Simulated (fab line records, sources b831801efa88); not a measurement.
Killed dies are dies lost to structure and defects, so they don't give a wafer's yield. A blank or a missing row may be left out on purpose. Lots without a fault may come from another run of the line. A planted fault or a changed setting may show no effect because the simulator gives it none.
One fault seen from 2 desks | flow gf180mcu | each desk has only its own numbers; what lay behind them comes last

THE METROLOGY DESK
What the gauges read, lot by lot, whatever tool the lot ran on: means of the sampled wafers that have a number. A lot is out of limits, marked OUT, if its mean lies more than 4 standard deviations from the usual mean; the brackets give that distance.
Columns: A = V5_CVD_00_THK at GF_V5_THK_MEAS_01, usual 298 nm; B = PASSIVATION_CVD_02_THK at GF_PASSIVATION_THK_MEAS_03, usual 702 nm
lot  | first seen here | A   | B
L780 | day 26 03:20    | 299 | 705
L783 | day 27 04:50    | 302 | 694
L784 | day 27 07:48    | 298 | 716
L785 | day 28 01:29    | 295 | 698
L790 | day 29 12:47    | 302 | 692
L792 | day 30 00:52    | 298 | 701
L793 | day 30 14:38    | 296 | 701
L797 | day 31 14:42    | 299 | 880 (+20) OUT
L798 | day 31 22:40    | 301 | 698
L801 | day 32 11:45    | 296 | 889 (+21) OUT
L803 | day 32 17:31    | 302 | 700
This desk's finding: out of limits on L797, L801; first on L797, day 33 03:23 (PASSIVATION_CVD_02_THK at GF_PASSIVATION_THK_MEAS_03). In limits: L780, L783, L784, L785, L790, L792, L793, L798, L803.

THE TOOL OWNER'S DESK: pecvd-01
The tool's own readings at GF_PASSIVATION_CVD_02 (deposits Si3N4, target thk 700 nm, time 486.18 s): means of the sampled wafers that have a number, for each lot that ran on this tool. A lot is out of limits, marked OUT, if its mean lies more than 4 standard deviations from the usual mean; the brackets give that distance.
Columns: A = heater_power_w at GF_PASSIVATION_CVD_02, usual 733 W
lot  | first seen here | A
L784 | day 29 02:11    | 711
L790 | day 31 04:23    | 902
L793 | day 32 04:22    | 830
L797 | day 33 03:04    | 765
L801 | day 33 23:38    | 786
This desk's finding: nothing out of limits on any of the 5 lots.

PUT TOGETHER
The metrology desk could have raised an alarm at day 33 03:23, on L797, L801.
The tool owner's desk saw nothing out of limits.
The tool owner's desk has L797, L801 on record, within its limits.
Of the lots named, all ran GF_PASSIVATION_CVD_02 on pecvd-01.

WHAT THE SIMULATOR HAD PUT IN
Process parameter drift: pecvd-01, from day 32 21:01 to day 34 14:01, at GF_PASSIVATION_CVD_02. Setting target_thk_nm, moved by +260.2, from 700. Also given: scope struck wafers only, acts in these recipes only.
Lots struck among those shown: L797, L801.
Hours from the fault's start to each desk's first reading out of limits: the metrology desk, 6.
